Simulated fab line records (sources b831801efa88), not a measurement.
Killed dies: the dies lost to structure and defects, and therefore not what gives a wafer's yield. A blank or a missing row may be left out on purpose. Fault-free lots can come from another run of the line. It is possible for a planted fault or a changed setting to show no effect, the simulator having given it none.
Struck lot and sound lot, side by side    flow sky130    16 out of 708 route steps
Sound: these wafers, L786.1, L786.5, L786.6. Struck: wafers L780.1, L780.2, L780.3. The cause is given at the end.
Per side, at each step with rows, come the tool, then ch with its chambers, and then its first start. Under that, the readings that differ: sound wafers    struck wafers    difference of the means    sigmas: that difference in standard deviations of wafers without a fault.
alike: readings whose means differ by less than 2 such deviations, and words and numbers that are the same on both sides. not compared: withheld readings, readings that some wafer has no value for, bounds like >300 that may hide the same value, and numbers for which the record gives no deviation and whose values overlap.
The two part at a step that has a row with sigmas, a row that says differs or no value, or rows on one side only. Non-overlapping numbers with no deviation appear without sigmas and do not part them. A reading missing from all wafers of one side parts the sides only when that side holds two or more wafers.

first, 5 steps without rows for these wafers: SKY_SONOS_TUNNEL_COAT_02 (resist thk 1140 nm); SKY_SONOS_TUNNEL_SOFTBAKE_03 (time 60 s); SKY_SONOS_TUNNEL_EXPOSE_04 (exposes mask TUNM, target cd 410 nm); SKY_SONOS_TUNNEL_PEB_05; SKY_SONOS_TUNNEL_DEVELOP_06 (develop time 60 s).
SKY_SONOS_TUNNEL_CD_MEAS_07: target cd 410 nm.
  struck on cdSem-01, day 12 18:21; sound on cdSem-02, day 14 14:01
  alike: cdNm
SKY_SONOS_TUNNEL_OVL_MEAS_08:
  struck on overlay-02, day 12 18:28; sound on overlay-02, day 14 14:08
  alike: SONOS_TUNNEL_OVL
then, 3 steps without rows for these wafers: SKY_SONOS_TUNNEL_IMPLANT_09; SKY_SONOS_TUNNEL_WET_ETCH_10 (etches SiO2 in dHF, target depth 14 nm, time 280 s); SKY_SONOS_TUNNEL_STRIP_11 (strips in SPM, time 600 s).
SKY_SONOS_TUNNEL_TW_MEAS_12:
  struck on filmMetro-04, day 12 18:56; sound on filmMetro-04, day 14 14:36
  alike: SONOS_TUNNEL_TW
then, 1 step without rows for these wafers: SKY_SONOS_TUNNEL_CLEAN_13 (cleans in dHF, time 20 s).
SKY_SONOS_ONO_OXIDATION_00: stabilise 600 s, purge 300 s, target thk 2.6 nm.
  sound on furnace-02 ch 0, day 14 14:40; struck on furnace-01 ch 0, day 12 19:44
reading                                          sound              struck                difference  sigmas
spikeTcBottomC (C)                               821.5 821.3 821.7  790.2 789.1 788.3     -32.3       -14
spikeTcCentreC (C)                               800.9 800.7 800.3  770.8 770.3 770.6     -30.1       -23
spikeTcLowerC (C)                                802.1 804.7 801.7  770.0 771.6 769.8     -32.4       -20
spikeTcTopC (C)                                  809 809 811        788 790 788           -21         -5
spikeTcUpperC (C)                                799.1 798.1 800.9  769.2 769.2 770.6     -29.7       -25
tubeCenterTempC (C)                              799.89 800 799.97  770.46 770.28 770.37  -29.58      -99 or more
tube_center_temp_C_max                           801.7 802.2 801.5  772.7 771.9 772.1     -29.6       -90
model.SiO2_of_SONOS_ONO_OXIDATION_00.thkNm (nm)  2.575 2.625 2.606  1.689 1.708 1.689     -0.907      
SKY_SONOS_ONO_THK_MEAS_01:
  struck on filmMetro-04, day 12 21:05; sound on filmMetro-03, day 14 16:01
reading                       sound           struck          difference  sigmas
SONOS_ONO_OXIDATION_THK (nm)  2.56 2.64 2.66  1.67 1.68 1.66  -0.95       -17
then, 1 step without rows for these wafers: SKY_SONOS_ONO_CVD_02 (deposits Si3N4 from DCS/NH3, target thk 10.5 nm, time 180 s).
-- record jumps: 34 days separate the struck wafers' starts on either side; left off in module SONOS_ONO, taken up again in module PAD_OPEN, whose first shown step is the route's number 708 --
SKY_PAD_OPEN_PROBE_99:
  struck on prober-02, day 47 01:11; sound on prober-02, day 48 10:47
reading                                sound                    struck                   difference  sigmas
model.etest.sonosErased.driveUaUm      200 177.3 179.6          231.2 211.3 240.4        +42.0       
model.etest.sonosUncharged.rOnOhmUm    813.6 814.1 800.1        770.5 787.7 766.6        -34.3       
model.etest.capOno.gateLog10ACm2       -8.042 -7.927 -7.95      -6.71 -6.886 -6.729      +1.20       
model.etest.capOno.gateBvV (V)         16.62 16.71 16.63        15.38 15.54 15.7         -1.11       
model.etest.capOno.toxAccNm (nm)       13.01 12.94 12.89        11.93 12.08 11.95        -0.96       
model.etest.pfetG5v0d10v5.offLog10AUm  -12.76 -12.86 -12.62     -11.7 -11.8 -11.85       +1.0        
model.etest.sonosErased.vtV (V)        -2.273 -2.255 -2.279     -2.673 -2.626 -2.685     -0.392      
model.etest.sonosBaked.vtLessV (V)     -0.4895 -0.5002 -0.4488  -0.7975 -0.8043 -0.8538  -0.3390     
  alike: killed_at_M0_to_M3, killed_at_M4_up, killedAtContacts, killedAtFrontEnd, killedAtOther, killedDies, killedOnRim, killedOpen, killedShort

## WHERE THEY PART
Earliest at SKY_SONOS_ONO_OXIDATION_00; latest, in this record, at SKY_SONOS_ONO_THK_MEAS_01. Later steps at which nothing parts them and some readings are alike: SKY_PAD_OPEN_PROBE_99.

WHY: what the simulator had put in
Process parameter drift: furnace-01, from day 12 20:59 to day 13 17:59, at SKY_SONOS_ONO_OXIDATION_00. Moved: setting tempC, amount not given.
